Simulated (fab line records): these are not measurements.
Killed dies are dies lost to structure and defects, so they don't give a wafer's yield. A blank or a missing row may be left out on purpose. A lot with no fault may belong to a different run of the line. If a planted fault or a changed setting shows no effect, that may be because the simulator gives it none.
A struck lot beside a sound one / flow sky130 / 15 out of 708 route steps
Sound: these wafers, L968.3, L968.4, L968.5. The struck wafers were L977.2, L977.3, L977.5. At the end, the cause is stated.
For every step that has rows: the tool of each side, followed by ch and its chambers, followed by its first start. Under that, the readings that differ: sound wafers / struck wafers / difference of the means / sigmas: that difference in standard deviations of wafers without a fault.
alike: a reading whose means differ by less than 2 such deviations, as well as words and numbers matching on both sides. not compared: withheld readings; readings where some wafer has no value; bounds like >300 that might hide an equal value; numbers whose values overlap and for which the record gives no deviation.
The two part at a step that has a row with sigmas, a row that says differs or no value, or rows on one side only. When numbers do not overlap yet have no deviation, they are printed without sigmas and do not part them. Lack of a reading on every wafer of one side parts them only where that side has two or more wafers.

SKY_METAL1_DESCUM_17: chemistry O2, time 8 s.
  sound on rieMetal-01 ch 0,1, day 33 06:36; struck on rieMetal-02 ch 0,1, day 36 11:58
  alike: drypumpMotorCurrentA, oesProductAu
  not compared: rfHoursCounterH
SKY_METAL1_ETCH_18: etches BARC in N2/H2, stops on SiO2, time 47.72 s, target depth 60 nm.
  sound on rieMetal-01 ch 0,1, day 33 06:39; struck on rieMetal-02 ch 0,1, day 36 12:00
  alike: drypumpMotorCurrentA, oesProductAu, throttleValvePct
  not compared: rfHoursCounterH
SKY_METAL1_METAL_ETCH_19: etches the open film in Cl2/BCl3, stops on SiO2, target depth 360 nm, time 78 s.
  sound on rieMetal-01 ch 0,1, day 33 06:43; struck on rieMetal-02 ch 0,1, day 36 12:04
  alike: bcl3FlowSccm, drypumpMotorCurrentA, oesProductAu, throttleValvePct
  not compared: rfHoursCounterH
SKY_METAL1_STRIP_20: strips in O2/N2.
  sound on plasmaAsher-01 ch 0,1, day 33 06:49; struck on plasmaAsher-03 ch 0,1, day 36 12:10
  alike: drypumpMotorCurrentA, oesProductAu, stripTimeToEndpointS
  not compared: rfHoursCounterH
then, 4 steps without rows for these wafers: SKY_METAL1_STRIP_21 (strips in post etch residue remover, time 1200 s); SKY_METAL1_CLEAN_22 (cleans in IPA, time 180 s); SKY_METAL1_CLEAN_23 (cleans in O3/DIW); SKY_VIA1_HDPCVD_00 (deposits SiO2, target thk 1030 nm, time 171.7 s).
SKY_VIA1_THK_MEAS_01:
  sound on filmMetro-03, day 33 07:31; struck on filmMetro-01, day 36 13:13
  alike: VIA1_HDPCVD_THK
SKY_VIA1_CMP_02: polishes SiO2.
  sound on cmp-01 ch 0,1,3, day 33 07:36; struck on cmp-02 ch 0,3, day 36 13:19
  alike: motorCurrentA
SKY_VIA1_BOW_MEAS_03:
  sound on filmMetro-01, day 33 07:53; struck on filmMetro-04, day 36 13:35
  alike: VIA1_BOW
then, 1 step without rows for these wafers: SKY_VIA1_DEHYDRATE_04 (time 60 s).
SKY_VIA1_HMDS_05: prime time 60 s.
  sound on lithoTrack-01 ch 0, day 33 21:02; struck on lithoTrack-01 ch 0, day 37 01:45
reading=primeTempC (C); sound=120.05 119.95 120.06; struck=114.98 114.95 114.94; difference=-5.06; sigmas=-39
then, 1 step without rows for these wafers: SKY_VIA1_COAT_06 (resist thk 60 nm).
-- the record jumps here: 12 days lie between the struck wafers' starts before and after (it left off in module VIA1 and takes up again in module PAD_OPEN, whose first step shown is number 708 of the route) --
SKY_PAD_OPEN_PROBE_99:
  sound on prober-01, day 46 09:56; struck on prober-02, day 48 16:33
  alike: defectLimitedYield, killed_at_M0_to_M3, killed_at_M4_up, killedAtContacts, killedAtFrontEnd, killedAtOther, killedDies, killedOpen, killedShort, sort_bin_3_pad_short, sort_bin_5_function, sort_bin_6_memory, sortNPass, sortYieldPct

== WHERE THEY PART ==
At SKY_VIA1_HMDS_05 and nowhere else, as far as this record goes. Later steps at which nothing parts them and some readings are alike: SKY_PAD_OPEN_PROBE_99.

WHY: whatever the simulator had introduced
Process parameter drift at SKY_VIA1_HMDS_05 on lithoTrack-01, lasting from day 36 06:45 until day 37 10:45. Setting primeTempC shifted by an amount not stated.
